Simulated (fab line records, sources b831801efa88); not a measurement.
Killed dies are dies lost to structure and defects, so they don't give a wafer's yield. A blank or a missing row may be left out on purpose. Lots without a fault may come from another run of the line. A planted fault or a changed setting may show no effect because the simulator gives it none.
fab line records | flow sky130
record lots=22 wafers=66 last_day=50
route steps=708 shown VT_ADJUST_PCH@152 VIA3@586 VIA4@652 METAL5@677 PASSIVATION@692
lots that met no fault: from a run of the same line without faults
start_h: hours from the record's first day to the start of the lot's first wafer shown | wait_h: hours since the lot's step before | " the same as in the row above | L1.1+2: a row that stands for several wafers | - no value, or no start given | * or withheld: withheld | < > ~ a bound
route shown NAME@n: a module of which the file shows steps, and the number in the route of the first | usual: mean/standard deviation of fault-free wafers | same: alike in all rows | chamber/n: place in a boat | sites: the reading at each site | _std_site: their standard deviation | _edge_site: outer sites' mean less inner sites' | radius_mm: how far each site lies from the wafer's centre | mask NAME#n: copy n | behind: the tool/chamber that last shaped the wafer | hold: why the lot was held/for how many hours/how that ended | device: the transistor (n, p or np) that didn't switch | end of line: the same wafers' tests at the end of the route | a step without rows: its recipe alone | killed: dies lost to structure and defects at the first sort, not the wafer's yield | map: a wafer's dies, x killed, . not, _ none there
set.NAME: the setting as run; set.NAME@STEP: as run at that earlier step | model.NAME: the simulator's own value behind a step, which no gauge read
steps of the route over a sample of lots; a table a step, a row a wafer
services: from which hour (start_h, from the record's first day; less than 0 if before it) a tool's chamber was out of use, for how many hours, and why
## steps
# step SKY_VT_ADJUST_PCH_STRIP_09
# recipe chemistry=O2/N2 power_w=1400 pressure_mtorr=1500 platen_temp_c=withheld o2_flow_sccm=3000 n2_flow_sccm=300 overash_fraction=0.5
# usual drypump_motor_current_A=5.8/0.49 n2_flow_sccm=300.0/0.91 o2_flow_sccm=3000/8.8 oes_product_au=0.723/0.0045 strip_time_to_endpoint_s=36.93/0.14
# columns lot.wafer tool chamber start_h wait_h drypump_motor_current_A n2_flow_sccm o2_flow_sccm oes_product_au rf_hours_counter_h strip_time_to_endpoint_s
L074.2 plasma_asher-04 1 218.51 0.1 6.2 299.6 2992 0.722 10 37.04
L074.3 " 0 " " 4.8 299.2 3022 0.723 - 36.90
L074.5 " 0 " " 4.8 299.9 3004 0.734 - 36.85
L075.1 plasma_asher-01 0 230.40 0.1 5.2 299.2 2991 0.721 41 36.79
L075.4 " 1 " " 6.3 301.3 2992 0.723 - 36.73
L075.6 " 0 " " 5.2 300.6 3001 0.730 - 36.74
L076.1 plasma_asher-01 1 235.51 0.1 6.3 299.9 3018 0.721 42 36.77
L076.2 " 0 " " 5.2 300.1 3000 0.722 42 36.83
L076.3 " 0 " " 5.2 300.8 2992 0.719 - 36.73
L077.3 plasma_asher-02 0 252.50 0.1 6.0 301.3 2999 0.726 - 36.76
L077.5 " 1 " " 5.8 301.4 3000 0.718 - 36.79
L077.6 " 0 " " 6.0 300.0 2994 0.722 - 36.72
L078.2 plasma_asher-02 1 257.16 0.1 5.8 300.2 2995 0.716 56 36.84
L078.3 " 1 " " 5.8 299.9 2998 0.716 - 36.89
L078.5 " 1 " " 5.8 299.4 3013 0.722 - 36.78
L079.1 plasma_asher-02 1 267.38 0.1 5.8 300.4 3006 0.727 57 36.93
L079.3 " 1 " " 5.8 300.2 2998 0.723 - 36.99
L079.5 " 0 " " 6.0 299.9 2998 0.725 - 36.89
L080.2 plasma_asher-04 1 273.10 0.1 6.2 300.3 2996 0.725 15 36.87
L080.3 " 1 " " 6.2 300.9 2996 0.718 - 36.77
L080.4 " 0 " " 4.9 301.7 3003 0.728 - 36.81
L082.3 plasma_asher-02 0 288.83 0.1 6.0 299.5 2988 0.721 - 36.90
L082.4 " 1 " " 5.8 298.9 3007 0.731 - 36.88
L082.5 " 1 " " 5.8 300.2 3005 0.727 - 36.88
L083.1 plasma_asher-02 1 308.06 0.1 5.8 299.3 2995 0.718 61 36.94
L083.4 " 0 " " 6.0 299.4 3006 0.727 - 36.77
L083.5 " 1 " " 5.8 300.5 2999 0.725 - 36.88
L084.2 plasma_asher-01 1 312.16 0.1 6.3 301.1 2998 0.730 49 36.91
L084.3 " 1 " " 6.3 300.4 2988 0.717 - 36.94
L084.5 " 0 " " 5.2 298.0 2984 0.719 - 36.91
L086.4 plasma_asher-01 0 320.35 0.1 5.1 299.1 2998 0.726 - 36.93
L086.5 " 1 " " 6.3 298.8 3001 0.721 - 37.00
L086.6 " 0 " " 5.2 298.0 3010 0.728 - 36.98
L085.2 plasma_asher-01 1 321.50 0.1 6.3 299.1 3006 0.717 50 37.14
L085.3 " 1 " " 6.3 300.5 3003 0.714 - 37.05
L085.4 " 0 " " 5.2 300.1 2986 0.722 - 37.10
L087.1 plasma_asher-02 0 325.43 0.1 6.0 299.7 2999 0.721 63 37.06
L087.4 " 1 " " 5.8 300.2 2996 0.719 - 37.11
L087.6 " 1 " " 5.8 298.3 3004 0.724 - 37.14
L088.3 plasma_asher-01 1 330.22 0.1 6.3 298.1 3002 0.717 - 36.85
L088.4 " 0 " " 5.1 301.0 3015 0.723 - 37.03
L088.6 " 0 " " 5.2 299.4 3014 0.726 - 36.89
L089.2 plasma_asher-04 1 341.84 0.1 6.2 299.2 3005 0.718 22 36.79
L089.3 " 0 " " 4.8 301.3 2999 0.729 - 37.09
L089.4 " 1 " " 6.2 300.2 3005 0.731 - 37.11
L090.2 plasma_asher-01 1 349.98 0.1 6.3 300.6 3008 0.726 53 36.95
L090.3 " 1 " " 6.3 300.7 3013 0.715 - 37.04
L090.6 " 0 " " 5.1 301.4 3008 0.724 - 36.96
L091.1 plasma_asher-04 0 356.23 0.1 4.9 300.0 3003 0.721 24 37.01
L091.4 " 0 " " 4.9 300.7 3007 0.728 - 36.94
L091.6 " 0 " " 4.9 300.7 3012 0.722 - 37.09
L092.1 plasma_asher-01 0 360.30 0.1 5.1 299.5 3000 0.721 54 36.88
L092.2 " 1 " " 6.3 299.0 2988 0.729 54 36.81
L092.3 " 1 " " 6.3 299.0 2997 0.721 - 36.81
L093.2 plasma_asher-02 0 376.03 0.1 6.0 298.6 2998 0.727 68 36.85
L093.4 " 1 " " 5.8 299.8 3005 0.732 - 36.91
L093.5 " 0 " " 6.0 299.2 3009 0.722 - 36.86
L095.1 plasma_asher-04 0 388.83 0.1 4.9 300.3 2999 0.720 27 37.08
L095.3 " 1 " " 6.2 300.0 2994 0.718 - 37.06
L095.4 " 0 " " 4.9 299.0 3002 0.719 - 37.12
L096.2 plasma_asher-02 1 394.89 0.1 5.8 300.8 2989 0.728 70 36.81
L096.3 " 0 " " 6.0 299.4 3003 0.724 - 36.69
L096.4 " 1 " " 5.8 300.1 3000 0.727 - 36.68
L097.2 plasma_asher-02 0 401.19 0.1 6.0 300.1 3016 0.724 71 36.99
L097.5 " 1 " " 5.8 299.9 3004 0.715 - 37.04
L097.6 " 0 " " 6.0 299.9 3007 0.724 - 37.08
# step SKY_VIA3_OVL_MEAS_13
# usual VIA3_OVL=0/5.5
# columns lot.wafer tool chamber start_h wait_h VIA3_OVL[nm]
L074.2 overlay-02 - 919.30 0.1 -2
L074.3 " - " " -8
L074.5 " - " " 0
L075.1 overlay-01 - 939.30 0.1 -7
L075.4 " - " " 0
L075.6 " - " " 7
L076.1 overlay-01 - 940.00 0.1 -18
L076.2 " - " " -1
L076.3 " - " " -12
L077.3 overlay-02 - 960.18 0.1 2
L077.5 " - " " 7
L077.6 " - " " 4
L078.2 overlay-02 - 964.70 0.1 3
L078.3 " - " " -3
L078.5 " - " " 1
L080.2 overlay-02 - 979.15 0.1 3
L080.3 " - " " -3
L080.4 " - " " -4
L079.1 overlay-02 - 982.55 0.1 1
L079.3 " - " " 7
L079.5 " - " " 4
L082.3 overlay-02 - 992.94 0.1 0
L082.4 " - " " -4
L082.5 " - " " 4
L084.2 overlay-02 - 1011.04 0.1 -12
L084.3 " - " " -6
L084.5 " - " " 2
L083.1 overlay-02 - 1014.38 0.1 -2
L083.4 " - " " 6
L083.5 " - " " -5
L087.1 overlay-02 - 1018.98 0.1 0
L087.4 " - " " -2
L087.6 " - " " -2
L086.4 overlay-01 - 1020.75 0.1 2
L086.5 " - " " 9
L086.6 " - " " -1
L085.2 overlay-02 - 1020.95 0.1 7
L085.3 " - " " 7
L085.4 " - " " 10
L088.3 overlay-01 - 1023.04 0.1 -8
L088.4 " - " " -5
L088.6 " - " " -2
L089.2 overlay-01 - 1034.49 0.1 5
L089.3 " - " " 0
L089.4 " - " " -2
L090.2 overlay-02 - 1037.72 0.1 6
L090.3 " - " " 1
L090.6 " - " " 4
L091.1 overlay-02 - 1046.07 0.1 -6
L091.4 " - " " -11
L091.6 " - " " -6
L092.1 overlay-01 - 1046.28 0.1 2
L092.2 " - " " -4
L092.3 " - " " 10
L093.2 overlay-01 - 1062.64 0.1 1
L093.4 " - " " -2
L093.5 " - " " 1
L095.1 overlay-02 - 1071.27 0.1 -5
L095.3 " - " " -2
L095.4 " - " " -1
L096.2 overlay-02 - 1076.35 0.1 -11
L096.3 " - " " -5
L096.4 " - " " -4
L097.2 overlay-01 - 1079.50 0.1 -1
L097.5 " - " " 3
L097.6 " - " " -6
# step SKY_VIA3_CMP_24
# recipe stop_on=SiO2 t_overpolish_s=20 down_force_psi=3.5 platen_rpm=60 target_thk_nm=0 pad_velocity_m_s=0.94248
# usual edge_zone_pressure_frac=1.000/0.0049 motor_current_A=11.5/1.1 overpolish_run_s=20.002/0.0095 slurry_filter_dp_kPa=13.50/0.13 time_to_endpoint_s=91/3.5
# columns lot.wafer tool chamber start_h wait_h edge_zone_pressure_frac motor_current_A overpolish_run_s slurry_filter_dp_kPa time_to_endpoint_s
L074.2 cmp-02 3 920.44 0.1 0.992 12.1 20.003 13.55 87
L074.3 " 0 " " 1.004 10.8 19.988 13.74 86
L074.5 " 2 " " 0.996 10.9 19.998 13.48 90
L075.4 cmp-01 2 940.73 0.0 1.003 12.2 19.991 13.43 95
L075.1 " 1 " " 0.987 11.9 20.018 13.26 95
L075.6 " 2 " " 0.998 12.2 19.998 13.35 94
L076.3 cmp-02 3 941.18 0.0 1.001 12.1 19.985 13.44 84
L076.2 " 0 " " 1.006 10.4 20.007 13.68 88
L076.1 " 2 " " 0.998 11.1 20.012 13.47 94
L077.3 cmp-01 2 961.31 0.1 0.992 12.5 20.002 13.74 89
L077.5 " 1 " " 1.010 11.8 20.001 13.40 94
L077.6 " 2 " " 0.995 12.9 20.004 13.51 92
L078.3 cmp-01 3 966.02 0.1 0.996 11.9 20.000 13.58 93
L078.2 " 0 " " 1.002 11.4 20.004 13.59 83
L078.5 " 2 " " 1.004 12.7 19.998 13.72 93
L080.3 cmp-02 1 980.39 0.0 1.005 9.6 19.995 13.29 90
L080.2 " 3 " " 0.995 12.4 19.995 13.46 91
L080.4 " 0 " " 0.997 10.0 19.997 13.57 86
L079.1 cmp-02 0 984.04 0.1 1.005 10.4 20.001 13.50 88
L079.3 " 2 " " 1.001 11.4 19.984 13.55 95
L079.5 " 0 " " 1.003 10.0 19.996 13.28 86
L082.4 cmp-01 1 994.24 0.2 1.000 12.1 20.012 13.43 92
L082.3 " 2 " " 1.002 12.7 20.010 13.42 89
L082.5 " 0 " " 1.000 11.3 19.997 13.44 88
L084.3 cmp-01 2 1012.17 0.1 0.997 12.8 19.994 13.52 94
L084.2 " 0 " " 0.998 11.5 20.009 13.49 83
L084.5 " 2 " " 0.995 12.5 19.995 13.52 95
L083.4 cmp-02 0 1015.57 0.1 0.999 9.8 20.011 13.28 91
L083.1 " 1 " " 1.001 9.8 20.006 13.25 93
L083.5 " 0 " " 0.997 10.6 20.006 13.44 87
L087.4 cmp-02 3 1020.09 0.0 1.000 12.0 20.003 13.57 87
L087.1 " 0 " " 0.996 10.5 19.995 13.53 88
L087.6 " 0 " " 0.998 11.0 19.991 13.59 86
L086.4 cmp-01 1 1022.06 0.2 0.999 12.1 19.984 13.34 91
L086.6 " 2 " " 1.001 12.9 20.018 13.63 93
L086.5 " 3 " " 0.998 12.5 20.017 13.47 97
L085.2 cmp-02 1 1022.08 0.0 1.004 9.6 20.019 13.52 88
L085.4 " 3 " " 1.004 12.4 20.022 13.51 88
L085.3 " 0 " " 1.000 10.1 20.001 13.48 90
L088.4 cmp-01 2 1024.21 0.1 0.997 12.9 19.999 13.61 93
L088.3 " 0 " " 1.007 11.4 20.006 13.64 88
L088.6 " 2 " " 1.006 13.0 20.005 13.63 94
L089.2 cmp-01 1 1035.79 0.2 1.008 11.6 19.987 13.45 88
L089.3 " 3 " " 0.994 12.6 19.991 13.59 93
L089.4 " 0 " " 1.009 11.5 19.985 13.51 89
L090.2 cmp-01 3 1038.84 0.0 0.995 12.9 20.010 13.66 96
L090.3 " 0 " " 1.003 12.3 19.999 13.41 89
L090.6 " 3 " " 1.005 12.0 19.990 13.70 94
L091.1 cmp-02 0 1047.26 0.1 1.003 10.5 20.021 13.61 93
L091.4 " 1 " " 0.995 9.5 19.999 13.31 93
L091.6 " 2 " " 0.999 12.0 20.001 13.62 96
L092.3 cmp-01 1 1047.43 0.1 1.005 11.6 19.998 13.41 93
L092.1 " 2 " " 1.007 12.7 19.993 13.37 95
L092.2 " 3 " " 0.999 13.6 20.002 13.49 98
L093.4 cmp-01 3 1063.78 0.1 0.994 11.9 20.020 13.36 93
L093.2 " 0 " " 1.003 12.3 20.010 13.45 90
L093.5 " 3 " " 1.008 12.5 19.986 13.41 94
L095.1 cmp-02 0 1072.70 0.1 1.001 10.4 20.018 13.43 85
L095.4 " 2 " " 1.002 10.9 19.996 13.58 91
L095.3 " 3 " " 1.008 12.0 20.018 13.17 83
L096.2 cmp-02 3 1077.45 0.0 1.014 13.1 19.991 13.31 92
L096.3 " 1 " " 0.998 9.8 20.003 13.44 89
L096.4 " 2 " " 1.002 11.9 19.998 13.19 96
L097.2 cmp-02 3 1081.09 0.2 0.998 12.0 20.004 13.47 92
L097.5 " 0 " " 1.002 9.7 19.988 13.36 89
L097.6 " 1 " " 1.003 9.6 19.990 13.45 94
# step SKY_VIA4_STRIP_13
# recipe chemistry=O2/N2 power_w=1400 pressure_mtorr=1500 platen_temp_c=withheld o2_flow_sccm=3000 n2_flow_sccm=300 overash_fraction=0.5
# usual drypump_motor_current_A=5.6/0.51 n2_flow_sccm=300.1/0.95 o2_flow_sccm=3000/9.1 oes_product_au=0.709/0.0046 strip_time_to_endpoint_s=12.81/0.032
# columns lot.wafer tool chamber start_h wait_h drypump_motor_current_A n2_flow_sccm o2_flow_sccm oes_product_au rf_hours_counter_h strip_time_to_endpoint_s
L074.2 plasma_asher-01 0 995.89 - 5.2 299.7 2998 0.713 114 12.80
L074.3 " 1 " " 6.3 299.8 2998 0.709 - 12.77
L074.5 " 1 " " 6.3 300.1 3008 0.709 - 12.80
L075.1 plasma_asher-02 1 1014.64 - 5.8 299.2 2985 0.708 27 12.80
L075.4 " 1 " " 5.8 300.0 2972 0.714 - 12.82
L075.6 " 0 " " 6.0 300.1 3003 0.709 - 12.80
L076.1 plasma_asher-03 1 1014.94 - 5.8 299.8 3008 0.704 58 12.78
L076.2 " 0 " " 4.8 298.5 3011 0.712 58 12.84
L076.3 " 0 " " 4.8 299.8 2998 0.714 - 12.78
L077.3 plasma_asher-03 1 1033.58 - 5.8 298.5 2990 0.717 - 12.78
L077.5 " 0 " " 4.8 300.2 2994 0.712 - 12.81
L077.6 " 1 " " 5.8 299.5 3009 0.701 - 12.76
L078.2 plasma_asher-03 0 1036.84 - 4.8 300.0 3003 0.708 61 12.79
L078.3 " 1 " " 5.8 300.3 2981 0.713 - 12.84
L078.5 " 1 " " 5.9 299.9 3009 0.707 - 12.81
L080.2 plasma_asher-03 1 1050.32 - 5.9 300.0 2988 0.706 62 12.85
L080.3 " 0 " " 4.8 299.9 3004 0.704 - 12.83
L080.4 " 1 " " 5.8 298.9 2998 0.700 - 12.82
L079.1 plasma_asher-02 0 1056.07 - 6.0 298.4 2992 0.719 32 12.80
L079.3 " 0 " " 6.0 299.5 2999 0.713 - 12.82
L079.5 " 0 " " 6.0 298.5 3010 0.711 - 12.79
L082.3 plasma_asher-02 1 1064.02 - 5.8 300.6 3019 0.707 - 12.82
L082.4 " 0 " " 6.0 299.3 2991 0.703 - 12.83
L082.5 " 1 " " 5.8 300.2 2991 0.710 - 12.84
L084.2 plasma_asher-02 0 1082.02 - 6.0 300.0 3005 0.700 34 12.83
L084.3 " 0 " " 6.0 299.7 2991 0.708 - 12.80
L084.5 " 0 " " 6.0 299.8 2993 0.710 - 12.84
L083.1 plasma_asher-03 0 1083.27 - 4.8 302.6 2996 0.712 65 12.79
L083.4 " 1 " " 5.8 299.8 2994 0.707 - 12.81
L083.5 " 1 " " 5.8 299.8 2981 0.710 - 12.82
L087.1 plasma_asher-03 1 1088.24 - 5.8 300.8 3001 0.716 66 12.81
L087.4 " 0 " " 4.8 300.4 3007 0.717 - 12.78
L087.6 " 0 " " 4.8 298.7 3010 0.708 - 12.83
L086.4 plasma_asher-03 0 1090.10 - 4.8 301.8 3023 0.707 - 12.75
L086.5 " 1 " " 5.8 301.2 3014 0.712 - 12.76
L086.6 " 0 " " 4.8 301.9 3011 0.706 - 12.77
L085.2 plasma_asher-01 1 1090.54 - 6.3 299.9 3003 0.706 2 12.91
L085.3 " 0 " " 5.2 300.2 3003 0.703 - 12.85
L085.4 " 1 " " 6.3 299.5 2994 0.711 - 12.94
L088.3 plasma_asher-03 1 1092.51 - 5.9 300.4 3007 0.716 - 12.78
L088.4 " 0 " " 4.8 300.4 2999 0.708 - 12.84
L088.6 " 0 " " 4.8 300.7 2983 0.703 - 12.82
L089.2 plasma_asher-03 0 1101.24 - 4.8 300.4 3004 0.716 67 12.83
L089.3 " 0 " " 4.8 301.4 2996 0.704 - 12.79
L089.4 " 1 " " 5.8 300.4 3006 0.712 - 12.80
L090.2 plasma_asher-02 0 1105.97 - 6.0 301.3 3000 0.697 37 12.77
L090.3 " 0 " " 6.0 300.6 2977 0.706 - 12.81
L090.6 " 1 " " 5.8 299.6 2994 0.700 - 12.80
L091.1 plasma_asher-01 1 1112.74 - 6.2 300.6 3025 0.712 4 12.83
L091.4 " 0 " " 5.1 299.6 3001 0.708 - 12.79
L091.6 " 0 " " 5.2 299.0 2995 0.709 - 12.77
L092.1 plasma_asher-01 0 1113.39 - 5.2 300.7 3002 0.696 5 12.80
L092.2 " 1 " " 6.3 301.3 3005 0.705 5 12.82
L092.3 " 0 " " 5.2 301.1 3000 0.717 - 12.80
L093.2 plasma_asher-02 1 1126.39 - 5.8 299.5 2999 0.704 38 12.81
L093.4 " 1 " " 5.8 299.1 2997 0.709 - 12.81
L093.5 " 1 " " 5.8 299.1 3007 0.711 - 12.76
L095.1 plasma_asher-02 1 1135.77 - 5.8 299.2 2996 0.694 39 12.82
L095.3 " 1 " " 5.8 299.1 2998 0.707 - 12.80
L095.4 " 0 " " 6.0 301.6 3018 0.711 - 12.81
L096.2 plasma_asher-01 1 1140.42 - 6.3 299.6 3000 0.710 7 12.84
L096.3 " 0 " " 5.2 301.5 2988 0.710 - 12.86
L096.4 " 1 " " 6.3 299.9 2997 0.709 - 12.84
L097.2 plasma_asher-01 1 1143.29 - 6.3 300.0 2997 0.706 7 12.86
L097.5 " 1 " " 6.3 300.3 2992 0.702 - 12.86
L097.6 " 0 " " 5.2 300.6 3011 0.711 - 12.84
# step SKY_METAL5_STRIP_16
# recipe chemistry=O2/N2 power_w=1400 pressure_mtorr=1500 platen_temp_c=withheld o2_flow_sccm=3000 n2_flow_sccm=300 overash_fraction=0.5
# usual drypump_motor_current_A=5.6/0.53 n2_flow_sccm=300.0/0.93 o2_flow_sccm=3001/9.2 oes_product_au=0.710/0.0049 strip_time_to_endpoint_s=13.00/0.11
# columns lot.wafer tool chamber start_h wait_h drypump_motor_current_A n2_flow_sccm o2_flow_sccm oes_product_au rf_hours_counter_h strip_time_to_endpoint_s
L074.2 plasma_asher-03 0 1020.53 0.2 4.8 299.4 3004 0.707 59 12.98
L074.3 " 1 " " 5.8 299.8 2997 0.706 - 12.92
L074.5 " 0 " " 4.8 300.1 2996 0.724 - 13.06
L075.1 plasma_asher-04 1 1038.52 0.2 6.2 299.5 3000 0.712 93 13.01
L075.4 " 1 " " 6.2 300.5 2994 0.705 - 12.93
L075.6 " 1 " " 6.2 299.6 3020 0.711 - 13.03
L076.1 plasma_asher-04 0 1038.68 0.2 4.9 300.2 3002 0.711 93 13.06
L076.2 " 1 " " 6.2 299.2 2985 0.712 93 13.10
L076.3 " 1 " " 6.2 300.5 3000 0.714 - 13.02
L077.3 plasma_asher-03 0 1057.60 0.1 4.8 299.0 3011 0.714 - 13.08
L077.5 " 0 " " 4.8 300.0 3006 0.700 - 13.16
L077.6 " 1 " " 5.9 298.7 2999 0.710 - 13.06
L078.2 plasma_asher-02 1 1059.95 0.2 5.8 300.0 2993 0.710 32 13.11
L078.3 " 0 " " 6.0 299.8 3004 0.720 - 13.04
L078.5 " 1 " " 5.8 301.1 2999 0.704 - 13.05
L080.2 plasma_asher-04 1 1073.60 0.2 6.2 299.6 3003 0.707 96 12.72
L080.3 " 0 " " 4.8 299.5 2999 0.715 - 12.80
L080.4 " 1 " " 6.2 299.8 3002 0.712 - 12.78
L079.1 plasma_asher-02 0 1078.18 0.2 6.0 299.2 3005 0.709 34 12.94
L079.3 " 0 " " 6.0 300.9 3002 0.718 - 13.06
L079.5 " 1 " " 5.8 300.0 2995 0.706 - 13.09
L082.3 plasma_asher-03 0 1086.21 0.1 4.8 298.5 3001 0.713 - 13.10
L082.4 " 1 " " 5.9 301.1 2992 0.700 - 13.00
L082.5 " 1 " " 5.9 301.5 3007 0.710 - 13.03
L084.2 plasma_asher-03 0 1103.80 0.2 4.8 300.6 3008 0.711 67 13.09
L084.3 " 0 " " 4.9 299.3 3011 0.717 - 13.04
L084.5 " 1 " " 5.9 298.7 3015 0.712 - 13.12
L083.1 plasma_asher-03 1 1105.62 0.2 5.9 299.9 3006 0.710 67 12.96
L083.4 " 0 " " 4.8 300.8 3003 0.714 - 13.14
L083.5 " 0 " " 4.8 299.9 2999 0.710 - 13.15
L087.1 plasma_asher-03 0 1110.37 0.2 4.8 300.5 2999 0.705 68 12.96
L087.4 " 1 " " 5.8 299.4 3008 0.714 - 12.89
L087.6 " 0 " " 4.8 300.2 3004 0.719 - 13.04
L086.4 plasma_asher-04 1 1111.51 0.1 6.2 299.3 2994 0.709 - 13.16
L086.5 " 0 " " 4.9 301.0 2994 0.714 - 12.95
L086.6 " 1 " " 6.2 299.7 2991 0.711 - 13.19
L085.2 plasma_asher-03 0 1112.40 0.2 4.8 300.1 2996 0.707 68 12.84
L085.3 " 1 " " 5.8 301.9 2999 0.707 - 12.77
L085.4 " 0 " " 4.8 301.5 2982 0.708 - 13.03
L088.3 plasma_asher-03 0 1113.68 0.1 4.8 299.6 2994 0.711 - 12.86
L088.4 " 1 " " 5.8 299.8 3013 0.717 - 13.10
L088.6 " 0 " " 4.8 298.4 2988 0.711 - 12.85
L089.2 plasma_asher-02 0 1123.18 0.2 6.0 301.3 3013 0.718 38 12.98
L089.3 " 1 " " 5.8 301.1 2999 0.705 - 13.14
L089.4 " 0 " " 6.0 302.2 3006 0.714 - 12.99
L090.2 plasma_asher-03 0 1127.83 0.2 4.8 300.9 2995 0.707 70 13.06
L090.3 " 1 " " 5.8 300.3 3010 0.715 - 13.15
L090.6 " 0 " " 4.8 301.5 3003 0.711 - 13.13
L091.1 plasma_asher-03 0 1134.45 0.2 4.8 298.2 3001 0.713 70 12.82
L091.4 " 0 " " 4.8 299.9 3004 0.713 - 12.77
L091.6 " 0 " " 4.8 300.7 2999 0.710 - 12.78
L092.1 plasma_asher-02 1 1135.28 0.2 5.8 298.9 3005 0.708 39 13.12
L092.2 " 0 " " 6.0 298.6 3005 0.704 39 13.12
L092.3 " 0 " " 6.0 297.9 2995 0.705 - 13.14
L093.2 plasma_asher-04 1 1147.17 0.2 6.2 299.4 3003 0.709 104 13.04
L093.4 " 1 " " 6.2 299.4 3001 0.711 - 13.03
L093.5 " 1 " " 6.2 298.7 3016 0.711 - 13.05
L095.1 plasma_asher-02 1 1155.87 0.2 5.8 300.4 3011 0.713 41 12.78
L095.3 " 1 " " 5.8 301.5 2998 0.703 - 12.97
L095.4 " 0 " " 6.0 299.2 3007 0.708 - 12.77
L096.2 plasma_asher-02 1 1160.68 0.2 5.8 299.7 2987 0.705 42 13.03
L096.3 " 0 " " 6.0 300.0 3005 0.700 - 13.06
L096.4 " 1 " " 5.8 300.7 2990 0.710 - 12.93
L097.2 plasma_asher-02 0 1162.82 0.2 6.0 299.9 2987 0.715 42 13.14
L097.5 " 1 " " 5.8 298.6 2997 0.715 - 13.10
L097.6 " 0 " " 6.0 299.3 3006 0.712 - 12.92
# step SKY_PASSIVATION_ETCH_11
# recipe chemistry=CF4/O2 target_depth_nm=725 stop_on=AlCu source_w=800 bias_w=150 pressure_mtorr=150 cf4_flow_sccm=80 O2_flow_sccm=10 time_s=161.1
# usual drypump_motor_current_A=6.0/0.4 oes_product_au=0.975/0.0069 throttle_valve_pct=5.964/0.0088
# columns lot.wafer tool chamber start_h wait_h drypump_motor_current_A oes_product_au rf_hours_counter_h throttle_valve_pct
L074.2 rie_diel-02 1 1044.01 - 6.0 0.977 12 5.959
L074.3 " 0 " " 6.4 0.985 23 5.968
L074.5 " 1 " " 6.1 0.981 - 5.956
L075.1 rie_diel-02 2 1061.45 - 5.9 0.971 6 5.963
L075.4 " 0 " " 6.4 0.979 23 5.962
L075.6 " 0 " " 6.4 0.981 - 5.965
L076.1 rie_diel-01 3 1061.46 - 6.4 0.964 23 5.958
L076.2 " 1 " " 6.0 0.971 22 5.962
L076.3 " 0 " " 5.8 0.975 6 5.962
L077.3 rie_diel-03 0 1079.06 - 5.0 0.974 20 5.965
L077.5 " 3 " " 6.0 0.979 - 5.956
L077.6 " 2 " " 5.8 0.979 - 5.970
L078.2 rie_diel-01 1 1081.63 - 6.1 0.971 23 5.959
L078.3 " 3 " " 6.4 0.974 24 5.968
L078.5 " 2 " " 5.6 0.973 - 5.967
L080.2 rie_diel-03 2 1094.88 - 5.7 0.973 1 5.959
L080.3 " 0 " " 5.0 0.971 21 5.965
L080.4 " 2 " " 5.7 0.986 - 5.965
L079.1 rie_diel-01 0 1100.43 - 5.8 0.979 7 5.966
L079.3 " 1 " " 6.0 0.979 24 5.966
L079.5 " 3 " " 6.4 0.976 - 5.957
L082.3 rie_diel-01 2 1107.58 - 5.6 0.976 17 5.957
L082.4 " 1 " " 6.0 0.985 24 5.976
L082.5 " 0 " " 5.9 0.997 - 5.962
L084.2 rie_diel-03 2 1123.70 - 5.8 0.978 2 5.984
L084.3 " 1 " " 6.1 0.961 18 5.955
L084.5 " 3 " " 6.0 0.974 - 5.961
L083.1 rie_diel-02 2 1125.86 - 5.9 0.966 8 5.971
L083.4 " 0 " " 6.4 0.977 1 5.967
L083.5 " 1 " " 6.1 0.980 - 5.978
L087.1 rie_diel-02 2 1130.21 - 5.9 0.976 9 5.972
L087.4 " 3 " " 6.5 0.985 23 5.955
L087.6 " 2 " " 5.9 0.978 - 5.967
L086.4 rie_diel-02 1 1131.86 - 6.1 0.992 15 5.962
L086.5 " 1 " " 6.1 0.979 - 5.964
L086.6 " 0 " " 6.4 0.982 - 5.936
L085.2 rie_diel-01 2 1133.23 - 5.6 0.968 18 5.957
L085.3 " 0 " " 5.8 0.964 8 5.967
L085.4 " 3 " " 6.4 0.980 26 5.954
L088.3 rie_diel-02 2 1133.93 - 5.9 0.959 9 5.957
L088.4 " 3 " " 6.5 0.972 23 5.975
L088.6 " 0 " " 6.3 0.969 - 5.965
L089.2 rie_diel-03 3 1143.31 - 6.0 0.971 13 5.962
L089.3 " 0 " " 5.0 0.988 22 5.986
L089.4 " 2 " " 5.7 0.976 - 5.964
L090.2 rie_diel-03 3 1147.08 - 6.0 0.979 13 5.954
L090.3 " 0 " " 5.0 0.986 23 5.966
L090.6 " 0 " " 5.0 0.980 - 5.946
L091.1 rie_diel-03 1 1154.03 - 6.2 0.973 19 5.970
L091.4 " 0 " " 4.9 0.984 23 5.975
L091.6 " 1 " " 6.1 0.974 - 5.956
L092.1 rie_diel-02 0 1154.71 - 6.4 0.981 2 5.960
L092.2 " 3 " " 6.5 0.973 24 5.962
L092.3 " 1 " " 6.1 0.982 16 5.971
L093.2 rie_diel-03 3 1165.80 - 6.0 0.977 14 5.959
L093.4 " 2 " " 5.8 0.974 4 5.966
L093.5 " 3 " " 6.0 0.985 - 5.962
L095.1 rie_diel-02 3 1173.85 - 6.5 0.974 25 5.959
L095.3 " 2 " " 5.9 0.972 10 5.963
L095.4 " 0 " " 6.4 0.978 2 5.968
L096.2 rie_diel-02 2 1178.16 - 5.9 0.980 10 5.951
L096.3 " 1 " " 6.1 0.964 17 5.949
L096.4 " 0 " " 6.3 0.980 3 5.974
L097.2 rie_diel-01 2 1180.63 - 5.6 0.966 20 5.963
L097.5 " 0 " " 5.8 0.972 - 5.978
L097.6 " 3 " " 6.4 0.976 - 5.964
## services
# columns tool chamber start_h hours kind
cmp-01 - 205.78 1.9 repair
plasma_asher-02 - 207.31 0.4 repair
plasma_asher-01 - 210.35 4.4 repair
cmp-02 - 213.78 0.7 repair
cmp-01 - 221.64 1.6 repair
plasma_asher-02 - 235.32 1.4 repair
plasma_asher-02 - 245.57 2.8 pm
plasma_asher-01 - 366.47 4.3 pm
plasma_asher-01 - 374.77 24.6 pm
plasma_asher-01 - 399.42 15.6 pm
plasma_asher-03 - 402.37 28.1 pm
plasma_asher-02 - 416.96 1.8 repair
plasma_asher-03 - 430.47 9.0 pm
plasma_asher-02 - 431.94 6.0 repair
plasma_asher-03 - 475.91 0.8 repair
plasma_asher-02 - 586.94 1.7 repair
plasma_asher-02 - 715.90 0.7 repair
plasma_asher-02 - 733.75 9.0 pm
plasma_asher-01 - 768.38 1.8 repair
plasma_asher-01 - 833.81 2.8 pm
plasma_asher-01 - 862.77 2.9 repair
plasma_asher-01 - 891.88 2.3 repair
plasma_asher-01 - 1030.18 3.7 repair
plasma_asher-01 - 1055.25 9.0 pm
## key
fault none
